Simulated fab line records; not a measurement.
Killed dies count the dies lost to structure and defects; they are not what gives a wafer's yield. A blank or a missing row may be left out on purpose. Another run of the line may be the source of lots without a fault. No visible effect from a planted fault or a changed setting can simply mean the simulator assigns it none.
Which tool did it? / flow sky130 / 18 wafers from 6 lots sampled at 3 of the route's 708 steps

## WHAT EACH GAUGE READ, for each wafer
SKY_SD_N_CD_MEAS_07: target cd 380 nm.
lot=L176; measured=day 28 10:25; on=cd sem-01; cd nm (nm)=383.1 379.9 380.9
lot=L178; measured=day 29 01:52; on=cd sem-01; cd nm (nm)=380.2 378.6 380.2
lot=L186; measured=day 31 11:10; on=cd sem-02; cd nm (nm)=381.1 381.6 380.5
lot=L193; measured=day 33 11:38; on=cd sem-01; cd nm (nm)=376.9 377.0 379.1
lot=L196; measured=day 34 06:46; on=cd sem-02; cd nm (nm)=377.8 375.1 375.4
lot=L198; measured=day 34 15:52; on=cd sem-02; cd nm (nm)=381.0 379.2 378.5

## TOOL THAT RAN EACH LOT (tool first, then ch and the chambers of the sampled wafers, then the start)
lot=L176; SKY_SPACER_ETCHBACK_02=rie diel-03 ch 1,2, day 23 11:59; SKY_SD_N_EXPOSE_04=iline stepper-01 ch 0, day 27 20:14
lot=L178; SKY_SPACER_ETCHBACK_02=rie diel-04 ch 1,2,3, day 24 05:57; SKY_SD_N_EXPOSE_04=iline stepper-01 ch 0, day 28 12:31
lot=L186; SKY_SPACER_ETCHBACK_02=rie diel-01 ch 0,1,3, day 26 16:22; SKY_SD_N_EXPOSE_04=iline stepper-01 ch 0, day 30 21:55
lot=L193; SKY_SPACER_ETCHBACK_02=rie diel-03 ch 1,2, day 28 20:46; SKY_SD_N_EXPOSE_04=iline stepper-02 ch 0, day 32 21:35
lot=L196; SKY_SPACER_ETCHBACK_02=rie diel-01 ch 0,3, day 29 19:27; SKY_SD_N_EXPOSE_04=iline stepper-02 ch 0, day 33 18:16
lot=L198; SKY_SPACER_ETCHBACK_02=rie diel-03 ch 0,2, day 30 02:19; SKY_SD_N_EXPOSE_04=iline stepper-02 ch 0, day 34 02:46
- SKY_SPACER_ETCHBACK_02: etches Si3N4 in CH3F/O2, stops on SiO2, time 46.7 s, target depth 45 nm.
- SKY_SD_N_EXPOSE_04: exposes mask NSDM, target cd 380 nm.

## THE ANSWER, worked out from the rows above alone
Rule: the lots themselves supply what counts as usual. Put in order of their means at a reading, lots are off if they are a third of the lots or fewer, leave a main group of 4 or more, and stand apart from it by a gap of 3 or more times the standard deviation of the main group's means; of several such gaps the widest counts. A main group is skipped when, at the precision printed for the reading in the tables above, its means are all equal. A lot without any number at a reading at which 4 lots or more have one is off too. Any other lot the step has rows for is counted as sound.
Across all readings shown, no lot is off: no conclusion can be drawn from this.

## WHAT THE SIMULATOR HAD PUT IN
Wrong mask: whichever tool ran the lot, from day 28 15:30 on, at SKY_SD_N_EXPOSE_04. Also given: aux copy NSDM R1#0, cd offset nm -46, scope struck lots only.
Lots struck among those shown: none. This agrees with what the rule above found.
